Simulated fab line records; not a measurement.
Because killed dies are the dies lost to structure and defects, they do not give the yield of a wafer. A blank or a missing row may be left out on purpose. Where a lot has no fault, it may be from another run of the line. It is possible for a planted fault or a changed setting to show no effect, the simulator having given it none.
fab line records	flow sky130
record lots=14	wafers=42	last-day=50
route steps=708 shown SPACER@305 POLY_CUT@315 SD_N@345 PAD_OPEN@708
lots that met no fault: from a run of the same line without faults
start-h: the number of hours between the record's first day and the start of the first shown wafer of the lot	wait-h: hours since the lot's step before	" same as the row above	L1.1+2: a single row standing in for several wafers	- no value present, or no start provided	* or withheld: withheld	< > ~ a bound
route shown NAME@n: names a module that has steps shown in the file, with the first one's number in the route	usual: the fault-free wafers' mean and standard deviation	same: alike in all rows	chamber/n: place in a boat	sites: the reading at each site	_std_site: their standard deviation	_edge_site: outer sites' mean less inner sites'	radius-mm: for every site, how far away it sits from the centre of the wafer	mask NAME#n: copy n	behind: the last tool/chamber to shape the wafer	hold: what put the lot on hold/how long, in hours/how the hold closed	device: whichever transistor did not switch (one of n, p or np)	end of line: the same wafers' tests at the end of the route	a step without rows: its recipe alone	killed: dies lost to structure and defects at the first sort, not the wafer's yield	map: the dies of a wafer, with x for killed, . for not killed, _ for no die there
set.NAME: the setting as run; set.NAME@STEP: as run at that earlier step	model.NAME: the simulator's own value behind a step, which no gauge read
route steps across a sampled set of lots; one table per step, one row per wafer
## steps
# step SKY_SPACER_THK_MEAS_01
# recipe reads=Si3N4_of_SPACER_CVD_00
# usual SPACER_CVD_00_THK=43.0/0.42
lot.wafer	tool	chamber	start-h	wait-h	SPACER_CVD_00_THK[nm]
L714.1	film-metro-04	-	527.33	0.0	43.0
L714.3	"	-	"	"	43.1
L714.6	"	-	"	"	43.3
L715.1	film-metro-04	-	529.67	0.0	43.5
L715.3	"	-	"	"	43.5
L715.6	"	-	"	"	43.1
L716.1	film-metro-03	-	548.99	0.0	43.5
L716.3	"	-	"	"	43.9
L716.4	"	-	"	"	44.0
L719.3	film-metro-01	-	579.19	0.0	43.0
L719.4	"	-	"	"	42.2
L719.5	"	-	"	"	42.8
L720.2	film-metro-03	-	588.84	0.0	42.9
L720.3	"	-	"	"	42.6
L720.4	"	-	"	"	42.5
L721.1	film-metro-01	-	604.11	0.0	42.5
L721.2	"	-	"	"	42.3
L721.6	"	-	"	"	42.8
L722.1	film-metro-03	-	604.11	0.0	42.7
L722.2	"	-	"	"	42.7
L722.3	"	-	"	"	42.9
L723.3	film-metro-01	-	614.37	0.0	42.7
L723.4	"	-	"	"	42.6
L723.5	"	-	"	"	42.5
L724.4	film-metro-04	-	620.88	0.0	43.0
L724.5	"	-	"	"	42.8
L724.6	"	-	"	"	42.7
L727.1	film-metro-03	-	648.46	0.0	42.8
L727.3	"	-	"	"	42.4
L727.6	"	-	"	"	42.7
L728.1	film-metro-03	-	663.15	0.0	43.1
L728.3	"	-	"	"	43.0
L728.4	"	-	"	"	43.5
L729.3	film-metro-01	-	673.08	0.0	43.0
L729.4	"	-	"	"	43.3
L729.5	"	-	"	"	43.2
L732.2	film-metro-01	-	686.31	0.0	42.9
L732.3	"	-	"	"	42.4
L732.4	"	-	"	"	42.9
L735.2	film-metro-03	-	702.98	0.0	43.2
L735.4	"	-	"	"	43.3
L735.5	"	-	"	"	43.2
# step SKY_POLY_CUT_CD_MEAS_08
# recipe target-cd-nm=270
# usual cd-nm=269.9/1.6
lot.wafer	tool	chamber	start-h	wait-h	cd-nm
L714.1	cd-sem-01	-	557.15	-	272.4
L714.3	"	-	"	"	272.6
L714.6	"	-	"	"	272.5
L715.1	cd-sem-01	-	559.65	-	268.8
L715.3	"	-	"	"	269.3
L715.6	"	-	"	"	269.4
L716.1	cd-sem-01	-	577.98	-	270.6
L716.3	"	-	"	"	269.9
L716.4	"	-	"	"	270.8
L719.3	cd-sem-02	-	608.77	-	271.2
L719.4	"	-	"	"	269.5
L719.5	"	-	"	"	271.6
L720.2	cd-sem-01	-	617.25	-	271.7
L720.3	"	-	"	"	272.2
L720.4	"	-	"	"	270.8
L721.1	cd-sem-01	-	633.33	-	270.7
L721.2	"	-	"	"	269.8
L721.6	"	-	"	"	271.3
L722.1	cd-sem-02	-	633.43	-	268.5
L722.2	"	-	"	"	270.0
L722.3	"	-	"	"	269.0
L723.3	cd-sem-02	-	643.04	-	271.5
L723.4	"	-	"	"	272.1
L723.5	"	-	"	"	270.7
L724.4	cd-sem-01	-	649.69	-	269.7
L724.5	"	-	"	"	268.3
L724.6	"	-	"	"	269.0
L727.1	cd-sem-02	-	676.63	-	269.6
L727.3	"	-	"	"	267.8
L727.6	"	-	"	"	268.0
L728.1	cd-sem-02	-	691.88	-	267.5
L728.3	"	-	"	"	269.2
L728.4	"	-	"	"	269.0
L729.3	cd-sem-01	-	701.54	-	271.0
L729.4	"	-	"	"	270.5
L729.5	"	-	"	"	268.9
L732.2	cd-sem-02	-	714.22	-	272.3
L732.3	"	-	"	"	271.2
L732.4	"	-	"	"	270.7
L735.2	cd-sem-02	-	731.27	-	267.6
L735.4	"	-	"	"	267.9
L735.5	"	-	"	"	267.2
# step SKY_SD_N_SOFTBAKE_03
# recipe temp-c=90	time-s=60	resist=NOVOLAK
# usual heater-power-total-W=56.59/0.041	plate-temp-C=89.98/0.11
# same time-s=60
lot.wafer	tool	chamber	start-h	wait-h	heater-power-total-W	plate-temp-C
L714.1	litho-track-04	0	629.98	0.1	56.61	89.76
L714.3	"	0	"	"	56.61	89.99
L714.6	"	0	"	"	56.66	89.91
L715.1	litho-track-03	0	633.47	0.1	56.60	89.90
L715.3	"	0	"	"	56.55	89.86
L715.6	"	0	"	"	56.59	89.87
L716.1	litho-track-01	0	651.00	0.1	56.66	89.88
L716.3	"	0	"	"	56.61	90.20
L716.4	"	0	"	"	56.65	90.04
L719.3	litho-track-03	0	680.47	0.1	56.55	90.28
L719.4	"	0	"	"	56.62	90.09
L719.5	"	0	"	"	56.59	90.21
L720.2	litho-track-04	0	688.96	0.1	56.66	90.04
L720.3	"	0	"	"	56.59	89.97
L720.4	"	0	"	"	56.60	89.93
L721.1	litho-track-04	0	704.68	0.1	56.59	89.90
L721.2	"	0	"	"	56.60	89.84
L721.6	"	0	"	"	56.61	89.75
L722.1	litho-track-01	0	704.70	0.1	56.64	89.92
L722.2	"	0	"	"	56.60	90.05
L722.3	"	0	"	"	56.57	90.09
L723.3	litho-track-04	0	712.88	0.1	56.65	90.05
L723.4	"	0	"	"	56.58	89.98
L723.5	"	0	"	"	56.59	89.95
L724.4	litho-track-04	0	720.56	0.1	56.53	90.06
L724.5	"	0	"	"	56.60	90.02
L724.6	"	0	"	"	56.60	90.18
L727.1	litho-track-01	0	747.65	0.1	56.56	89.98
L727.3	"	0	"	"	56.64	89.99
L727.6	"	0	"	"	56.56	89.91
L728.1	litho-track-03	0	762.47	0.1	56.53	89.94
L728.3	"	0	"	"	56.63	90.00
L728.4	"	0	"	"	56.62	89.91
L729.3	litho-track-01	0	768.90	0.1	57.65	91.36
L729.4	"	0	"	"	57.72	91.21
L729.5	"	0	"	"	57.69	91.11
L732.2	litho-track-01	0	782.57	0.1	57.58	91.26
L732.3	"	0	"	"	57.71	91.16
L732.4	"	0	"	"	57.66	91.16
L735.2	litho-track-03	0	798.29	0.1	56.51	90.04
L735.4	"	0	"	"	56.57	90.10
L735.5	"	0	"	"	56.53	90.17
# step SKY_SD_N_OVL_MEAS_08
# usual SD_N_OVL=-0.4/1.5
lot.wafer	tool	chamber	start-h	wait-h	SD_N_OVL[nm]
L714.1	overlay-01	-	644.49	0.1	-0.3
L714.3	"	-	"	"	-1.8
L714.6	"	-	"	"	-0.7
L715.1	overlay-02	-	647.70	0.1	0.8
L715.3	"	-	"	"	-0.7
L715.6	"	-	"	"	1.2
L716.1	overlay-01	-	665.45	0.1	-2.2
L716.3	"	-	"	"	-1.4
L716.4	"	-	"	"	-3.4
L719.3	overlay-02	-	694.85	0.1	-0.1
L719.4	"	-	"	"	-1.0
L719.5	"	-	"	"	1.1
L720.2	overlay-02	-	702.74	0.1	-0.6
L720.3	"	-	"	"	-1.2
L720.4	"	-	"	"	-1.2
L721.1	overlay-02	-	719.34	0.1	1.3
L721.2	"	-	"	"	-0.1
L721.6	"	-	"	"	0.8
L722.1	overlay-02	-	719.57	0.1	-1.3
L722.2	"	-	"	"	0.9
L722.3	"	-	"	"	-1.3
L723.3	overlay-02	-	726.73	0.1	-3.0
L723.4	"	-	"	"	-1.4
L723.5	"	-	"	"	0.0
L724.4	overlay-01	-	734.46	0.1	-1.0
L724.5	"	-	"	"	-1.9
L724.6	"	-	"	"	-1.7
L727.1	overlay-02	-	760.85	0.1	3.0
L727.3	"	-	"	"	-0.9
L727.6	"	-	"	"	3.4
L728.1	overlay-02	-	776.55	0.1	-2.6
L728.3	"	-	"	"	-3.8
L728.4	"	-	"	"	-3.5
L729.3	overlay-02	-	782.02	0.1	-1.5
L729.4	"	-	"	"	-1.5
L729.5	"	-	"	"	-2.2
L732.2	overlay-01	-	795.27	0.1	-1.5
L732.3	"	-	"	"	0.4
L732.4	"	-	"	"	-0.1
L735.2	overlay-02	-	811.69	0.1	1.3
L735.4	"	-	"	"	-0.4
L735.5	"	-	"	"	1.4
# step SKY_PAD_OPEN_PROBE_99
# usual killed_at_M0_to_M3=43/7.1	killed_at_M4_up=3.2/1.7	killed-at-contacts=24/5.6	killed-at-front-end=16/5	killed-at-other=0.4/0.68	killed-dies=86/9.3	killed-open=47/7.1	killed-short=39/5.7
# same gross-dies=492	killed-at-back-side=0
lot.wafer	tool	chamber	start-h	wait-h	killed_at_M0_to_M3	killed_at_M4_up	killed-at-contacts	killed-at-front-end	killed-at-other	killed-dies	killed-open	killed-short
L714.1	prober-01	-	1073.26	0.1	41	4	24	26	0	95	57	38
L714.3	prober-01	-	1073.36	0.2	36	1	23	18	0	78	43	35
L714.6	prober-01	-	1073.51	0.2	39	4	25	15	0	83	41	42
L715.1	prober-02	-	1077.22	0.1	42	3	26	12	0	83	40	43
L715.3	prober-02	-	1077.32	0.2	43	2	30	22	1	98	51	46
L715.6	prober-02	-	1077.47	0.2	45	1	24	11	0	81	44	37
L716.1	prober-01	-	1090.62	0.1	47	7	15	22	2	93	48	45
L716.3	prober-01	-	1090.72	0.2	23	5	22	24	2	76	40	36
L716.4	prober-01	-	1090.77	0.2	48	7	22	14	0	91	43	47
L719.3	prober-02	-	1111.19	0.2	34	3	19	22	1	79	41	37
L719.4	prober-02	-	1111.24	0.2	31	4	29	23	0	87	34	53
L719.5	prober-02	-	1111.29	0.2	36	5	21	18	1	81	39	41
L720.2	prober-01	-	1116.90	0.1	41	5	19	13	1	79	45	34
L720.3	prober-01	-	1116.95	0.2	41	4	23	22	1	91	46	45
L720.4	prober-01	-	1117.00	0.2	36	5	23	13	1	78	39	39
L721.1	prober-02	-	1128.76	0.1	47	4	42	12	0	105	60	45
L721.2	prober-02	-	1128.81	0.1	41	4	24	24	0	93	55	38
L721.6	prober-02	-	1129.01	0.2	34	2	28	12	0	76	46	30
L722.1	prober-01	-	1129.28	0.1	42	6	23	12	0	83	45	38
L722.2	prober-01	-	1129.33	0.1	47	2	30	21	1	101	62	39
L722.3	prober-01	-	1129.38	0.2	45	2	34	15	0	96	63	33
L723.3	prober-02	-	1135.30	0.2	41	2	26	10	0	79	41	38
L723.4	prober-02	-	1135.35	0.2	58	2	15	14	1	90	56	33
L723.5	prober-02	-	1135.40	0.2	43	3	24	9	0	79	50	29
L724.4	prober-01	-	1140.06	0.2	55	4	19	8	0	86	48	37
L724.5	prober-01	-	1140.11	0.2	47	2	26	10	1	86	53	33
L724.6	prober-01	-	1140.16	0.2	45	4	31	9	1	90	45	44
L727.1	prober-02	-	1155.63	0.1	47	7	22	9	0	85	36	49
L727.3	prober-02	-	1155.73	0.2	47	1	27	18	0	93	60	33
L727.6	prober-02	-	1155.88	0.2	37	4	30	21	2	94	55	38
L728.1	prober-01	-	1167.38	0.1	41	3	30	21	0	95	57	37
L728.3	prober-01	-	1167.48	0.2	46	2	27	13	2	90	43	45
L728.4	prober-01	-	1167.53	0.2	44	2	22	19	1	88	43	42
L729.3	prober-01	-	1171.76	0.2	37	3	30	29	1	100	55	44
L729.4	prober-01	-	1171.81	0.2	34	2	22	29	2	89	51	36
L729.5	prober-01	-	1171.86	0.2	49	1	25	14	0	89	46	43
L732.2	prober-01	-	1180.54	0.1	56	4	24	17	0	101	56	44
L732.3	prober-01	-	1180.59	0.2	39	2	29	15	0	85	49	36
L732.4	prober-01	-	1180.64	0.2	39	3	30	10	1	83	44	39
L735.2	prober-01	-	1192.00	0.1	49	3	22	19	0	93	49	44
L735.4	prober-01	-	1192.10	0.2	39	2	20	13	0	74	44	30
L735.5	prober-01	-	1192.15	0.2	48	5	26	13	0	92	51	40
# killed by level:class
L714.1 VIA1:geometric-particle:open=14 POLY_GATE:geometric-particle:open=7 LI_CONTACT:geometric-particle:open=7 CONTACT:geometric-particle:open=7 VIA3:geometric-particle:open=7 FIELD_ISO:geometric-particle:short=6 VIA2:geometric-particle:open=6 CONTACT:geometric-particle:short=5
L714.3 CONTACT:geometric-particle:open=9 FIELD_ISO:geometric-particle:open=8 VIA1:geometric-particle:short=8 LI_CONTACT:geometric-particle:open=7 VIA1:geometric-particle:open=6 FIELD_ISO:geometric-particle:short=5 VIA2:geometric-particle:open=5 CONTACT:geometric-particle:short=4
L714.6 CONTACT:geometric-particle:open=8 VIA1:geometric-particle:open=8 FIELD_ISO:geometric-particle:short=7 VIA1:geometric-particle:short=6 CONTACT:geometric-particle:short=6 VIA2:geometric-particle:open=5 VIA3:geometric-particle:open=5 LI_CONTACT:geometric-particle:open=4
L715.1 CONTACT:geometric-particle:open=8 VIA1:geometric-particle:open=7 CONTACT:geometric-particle:short=6 METAL2:geometric-particle:short=6 VIA2:geometric-particle:open=5 METAL3:geometric-particle:short=5 LI_CONTACT:geometric-particle:open=5 LOCAL_INTERCONNECT:geometric-particle:short=5
L715.3 CONTACT:geometric-particle:open=12 VIA1:geometric-particle:open=10 LI_CONTACT:geometric-particle:open=9 FIELD_ISO:geometric-particle:short=8 METAL2:geometric-particle:short=8 LOCAL_INTERCONNECT:geometric-particle:short=6 VIA2:geometric-particle:open=5 FIELD_ISO:geometric-particle:open=4
L715.6 LI_CONTACT:geometric-particle:open=9 VIA2:geometric-particle:open=8 CONTACT:geometric-particle:open=7 VIA1:geometric-particle:short=7 VIA1:geometric-particle:open=6 CONTACT:geometric-particle:short=5 METAL2:geometric-particle:short=5 FIELD_ISO:geometric-particle:short=4
L716.1 VIA1:geometric-particle:open=11 POLY_GATE:geometric-particle:short=7 VIA2:geometric-particle:open=7 CONTACT:geometric-particle:open=6 FIELD_ISO:geometric-particle:open=5 METAL2:geometric-particle:short=5 VIA1:geometric-particle:short=5 METAL4:geometric-particle:short=5
L716.3 POLY_GATE:geometric-particle:open=7 FIELD_ISO:geometric-particle:open=6 LI_CONTACT:geometric-particle:open=5 CONTACT:geometric-particle:open=5 POLY_GATE:geometric-particle:short=4 LI_CONTACT:geometric-particle:short=4 METAL3:geometric-particle:short=4 CONTACT:geometric-particle:short=4
L716.4 VIA1:geometric-particle:open=16 METAL2:geometric-particle:short=8 LOCAL_INTERCONNECT:geometric-particle:short=7 CONTACT:geometric-particle:short=6 METAL4:geometric-particle:short=6 VIA2:geometric-particle:open=5 POLY_GATE:geometric-particle:short=5 LI_CONTACT:geometric-particle:open=5
L719.3 CONTACT:geometric-particle:open=8 VIA1:geometric-particle:open=7 VIA1:geometric-particle:short=7 FIELD_ISO:geometric-particle:short=6 VIA2:geometric-particle:open=5 LI_CONTACT:geometric-particle:open=4 METAL2:geometric-particle:short=4 POLY_GATE:geometric-particle:open=3
L719.4 LI_CONTACT:geometric-particle:open=7 METAL1:geometric-particle:short=6 FIELD_ISO:geometric-particle:short=6 LI_CONTACT:geometric-particle:short=6 CONTACT:geometric-particle:short=6 CONTACT:geometric-particle:open=6 FIELD_ISO:geometric-particle:open=5 SPACER:geometric-particle:short=4
L719.5 VIA1:geometric-particle:open=12 LI_CONTACT:geometric-particle:open=7 METAL2:geometric-particle:short=7 METAL1:geometric-particle:short=6 POLY_GATE:geometric-particle:short=5 POLY_GATE:geometric-particle:open=5 LOCAL_INTERCONNECT:geometric-particle:short=5 FIELD_ISO:geometric-particle:open=4
L720.2 VIA3:geometric-particle:open=10 VIA1:geometric-particle:open=8 CONTACT:geometric-particle:open=7 VIA2:geometric-particle:open=6 POLY_GATE:geometric-particle:short=4 METAL1:geometric-particle:short=4 VIA1:geometric-particle:short=4 METAL4:geometric-particle:short=4
L720.3 LI_CONTACT:geometric-particle:open=8 CONTACT:geometric-particle:open=7 VIA1:geometric-particle:open=7 METAL2:geometric-particle:short=7 FIELD_ISO:geometric-particle:open=6 METAL1:geometric-particle:short=6 VIA3:geometric-particle:open=6 FIELD_ISO:geometric-particle:short=5
L720.4 VIA1:geometric-particle:open=7 CONTACT:geometric-particle:open=7 LI_CONTACT:geometric-particle:open=6 METAL1:geometric-particle:short=6 FIELD_ISO:geometric-particle:open=5 VIA3:geometric-particle:open=5 FIELD_ISO:geometric-particle:short=4 LI_CONTACT:geometric-particle:short=4
L721.1 CONTACT:geometric-particle:open=14 LI_CONTACT:geometric-particle:open=11 VIA1:geometric-particle:open=10 METAL2:geometric-particle:short=9 METAL1:geometric-particle:short=8 VIA3:geometric-particle:open=7 LOCAL_INTERCONNECT:geometric-particle:short=7 CONTACT:geometric-particle:short=6
L721.2 VIA1:geometric-particle:open=13 CONTACT:geometric-particle:open=10 FIELD_ISO:geometric-particle:short=7 FIELD_ISO:geometric-particle:open=7 LI_CONTACT:geometric-particle:open=6 METAL2:geometric-particle:short=6 METAL1:geometric-particle:short=6 CONTACT:geometric-particle:short=5
L721.6 CONTACT:geometric-particle:open=17 VIA1:geometric-particle:open=9 CONTACT:geometric-particle:short=6 VIA2:geometric-particle:open=5 VIA3:geometric-particle:short=5 VIA2:geometric-particle:short=5 FIELD_ISO:geometric-particle:open=4 VIA3:geometric-particle:open=4
L722.1 CONTACT:geometric-particle:open=11 VIA1:geometric-particle:open=8 VIA1:geometric-particle:short=6 VIA3:geometric-particle:open=6 VIA2:geometric-particle:open=5 METAL2:geometric-particle:short=4 LI_CONTACT:geometric-particle:short=4 VIA2:geometric-particle:short=4
L722.2 CONTACT:geometric-particle:open=12 VIA1:geometric-particle:open=10 VIA3:geometric-particle:open=9 POLY_GATE:geometric-particle:short=8 VIA2:geometric-particle:open=8 METAL2:geometric-particle:short=7 POLY_GATE:geometric-particle:open=6 LI_CONTACT:geometric-particle:open=6
L722.3 VIA1:geometric-particle:open=15 CONTACT:geometric-particle:open=13 CONTACT:geometric-particle:short=9 VIA2:geometric-particle:open=8 LI_CONTACT:geometric-particle:open=7 LOCAL_INTERCONNECT:geometric-particle:short=5 VIA1:geometric-particle:short=5 VIA3:geometric-particle:open=5
L723.3 VIA1:geometric-particle:open=9 VIA2:geometric-particle:open=8 CONTACT:geometric-particle:open=7 LI_CONTACT:geometric-particle:open=7 LOCAL_INTERCONNECT:geometric-particle:short=6 METAL1:geometric-particle:short=5 VIA1:geometric-particle:short=5 LI_CONTACT:geometric-particle:short=4
L723.4 VIA2:geometric-particle:open=12 VIA1:geometric-particle:open=9 VIA3:geometric-particle:open=8 CONTACT:geometric-particle:open=7 FIELD_ISO:geometric-particle:open=6 VIA2:geometric-particle:short=6 METAL1:geometric-particle:short=4 VIA1:geometric-particle:short=4
L723.5 CONTACT:geometric-particle:open=11 VIA2:geometric-particle:open=9 VIA1:geometric-particle:open=6 VIA3:geometric-particle:open=6 METAL2:geometric-particle:short=5 FIELD_ISO:geometric-particle:open=4 LI_CONTACT:geometric-particle:open=4 METAL1:geometric-particle:short=4
L724.4 VIA1:geometric-particle:open=15 CONTACT:geometric-particle:open=8 VIA3:geometric-particle:open=7 VIA2:geometric-particle:open=6 LI_CONTACT:geometric-particle:open=5 VIA1:geometric-particle:short=5 VIA3:geometric-particle:short=5 LI_CONTACT:geometric-particle:short=4
L724.5 VIA1:geometric-particle:open=14 CONTACT:geometric-particle:open=10 LI_CONTACT:geometric-particle:open=9 VIA2:geometric-particle:open=6 METAL1:geometric-particle:short=5 METAL2:geometric-particle:short=4 VIA3:geometric-particle:short=4 VIA3:geometric-particle:open=4
L724.6 VIA1:geometric-particle:open=12 LI_CONTACT:geometric-particle:open=9 CONTACT:geometric-particle:open=9 METAL1:geometric-particle:short=6 VIA1:geometric-particle:short=6 VIA2:geometric-particle:short=5 CONTACT:geometric-particle:short=4 VIA2:geometric-particle:open=4
L727.1 VIA1:geometric-particle:short=11 VIA1:geometric-particle:open=9 VIA2:geometric-particle:open=6 CONTACT:geometric-particle:open=6 CONTACT:geometric-particle:short=6 METAL2:geometric-particle:short=5 LI_CONTACT:geometric-particle:open=4 LOCAL_INTERCONNECT:geometric-particle:short=4
L727.3 CONTACT:geometric-particle:open=12 VIA1:geometric-particle:open=11 LI_CONTACT:geometric-particle:open=9 VIA2:geometric-particle:open=8 FIELD_ISO:geometric-particle:open=5 VIA2:geometric-particle:short=5 POLY_GATE:geometric-particle:open=4 METAL1:geometric-particle:short=4
L727.6 VIA1:geometric-particle:open=10 CONTACT:geometric-particle:open=10 LI_CONTACT:geometric-particle:open=9 CONTACT:geometric-particle:short=7 POLY_GATE:geometric-particle:open=6 VIA2:geometric-particle:open=5 VIA3:geometric-particle:open=5 FIELD_ISO:geometric-particle:short=4
L728.1 CONTACT:geometric-particle:open=11 CONTACT:geometric-particle:short=8 VIA2:geometric-particle:open=8 VIA1:geometric-particle:open=8 VIA3:geometric-particle:open=8 POLY_GATE:geometric-particle:open=6 METAL2:geometric-particle:short=5 POLY_GATE:geometric-particle:short=4
L728.3 VIA1:geometric-particle:open=13 CONTACT:geometric-particle:open=9 VIA2:geometric-particle:open=6 LOCAL_INTERCONNECT:geometric-particle:short=6 METAL2:geometric-particle:short=6 CONTACT:geometric-particle:short=6 VIA3:geometric-particle:open=6 VIA1:geometric-particle:short=5
L728.4 LI_CONTACT:geometric-particle:open=8 CONTACT:geometric-particle:open=8 VIA1:geometric-particle:open=8 METAL1:geometric-particle:short=6 VIA3:geometric-particle:open=5 FIELD_ISO:geometric-particle:short=4 POLY_GATE:geometric-particle:open=4 POLY_GATE:geometric-particle:short=4
L729.3 CONTACT:geometric-particle:open=12 VIA1:geometric-particle:open=9 FIELD_ISO:geometric-particle:open=8 FIELD_ISO:geometric-particle:short=7 LI_CONTACT:geometric-particle:open=7 VIA2:geometric-particle:open=6 METAL1:geometric-particle:short=6 POLY_GATE:geometric-particle:short=5
L729.4 VIA1:geometric-particle:open=12 FIELD_ISO:geometric-particle:open=11 POLY_GATE:geometric-particle:open=8 CONTACT:geometric-particle:open=8 FIELD_ISO:geometric-particle:short=6 VIA1:geometric-particle:short=6 CONTACT:geometric-particle:short=5 LI_CONTACT:geometric-particle:open=4
L729.5 CONTACT:geometric-particle:open=11 METAL2:geometric-particle:short=10 LI_CONTACT:geometric-particle:open=9 VIA3:geometric-particle:open=8 VIA1:geometric-particle:open=6 METAL1:geometric-particle:short=5 VIA2:geometric-particle:short=5 VIA3:geometric-particle:short=5
L732.2 VIA1:geometric-particle:open=19 LI_CONTACT:geometric-particle:open=7 VIA1:geometric-particle:short=7 LOCAL_INTERCONNECT:geometric-particle:short=6 CONTACT:geometric-particle:open=6 VIA2:geometric-particle:open=6 VIA3:geometric-particle:open=6 METAL3:geometric-particle:short=6
L732.3 LI_CONTACT:geometric-particle:open=12 VIA1:geometric-particle:open=7 METAL1:geometric-particle:short=7 CONTACT:geometric-particle:open=7 VIA2:geometric-particle:open=7 FIELD_ISO:geometric-particle:short=5 VIA3:geometric-particle:open=5 CONTACT:geometric-particle:short=4
L732.4 VIA1:geometric-particle:open=8 VIA2:geometric-particle:open=7 LI_CONTACT:geometric-particle:open=7 LOCAL_INTERCONNECT:geometric-particle:short=6 CONTACT:geometric-particle:short=6 METAL1:geometric-particle:short=6 CONTACT:geometric-particle:open=5 VIA3:geometric-particle:open=5
L735.2 VIA3:geometric-particle:open=10 VIA2:geometric-particle:open=8 FIELD_ISO:geometric-particle:short=7 LI_CONTACT:geometric-particle:open=7 CONTACT:geometric-particle:open=7 METAL1:geometric-particle:short=6 VIA1:geometric-particle:open=5 VIA3:geometric-particle:short=5
L735.4 CONTACT:geometric-particle:open=12 VIA1:geometric-particle:open=6 VIA2:geometric-particle:open=6 FIELD_ISO:geometric-particle:open=4 METAL2:geometric-particle:short=4 VIA2:geometric-particle:short=4 VIA3:geometric-particle:open=4 CONTACT:geometric-particle:short=3
L735.5 VIA1:geometric-particle:open=17 CONTACT:geometric-particle:open=8 LI_CONTACT:geometric-particle:open=6 METAL3:geometric-particle:short=6 CONTACT:geometric-particle:short=5 METAL1:geometric-particle:short=5 VIA1:geometric-particle:short=5 LOCAL_INTERCONNECT:geometric-particle:short=4
## key
first-sign step=SKY_SD_N_SOFTBAKE_03	reading=heater-power-total-W	direction=up	sigmas=26	usual=*	struck=*
effect step=SKY_SD_N_SOFTBAKE_03	reading=plate-temp-C	direction=up	sigmas=11	usual=*	struck=*
met-at SKY_SD_N_SOFTBAKE_03
struck-lots L729,L732
tester-left-out L729,L732
not-acting-at SKY_SPACER_THK_MEAS_01,SKY_POLY_CUT_CD_MEAS_08,SKY_SD_N_OVL_MEAS_08
onset-between 747.65 768.90
fault kind=process-parameter-drift	tool=litho-track-01	chamber=-	onset-h=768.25	steps=SKY_SD_N_SOFTBAKE_03	channel=temp-c	offset=*	shape=step	end-h=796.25	acts-in=*	stated=*
# tester-left-out: of these lots the tester's yield and bins aren't shown, on N5 and GAA mostly nor the transistor test; their killed dies are dies lost to structure and defects alone, not to doping, threshold or leakage, so they don't give the yield
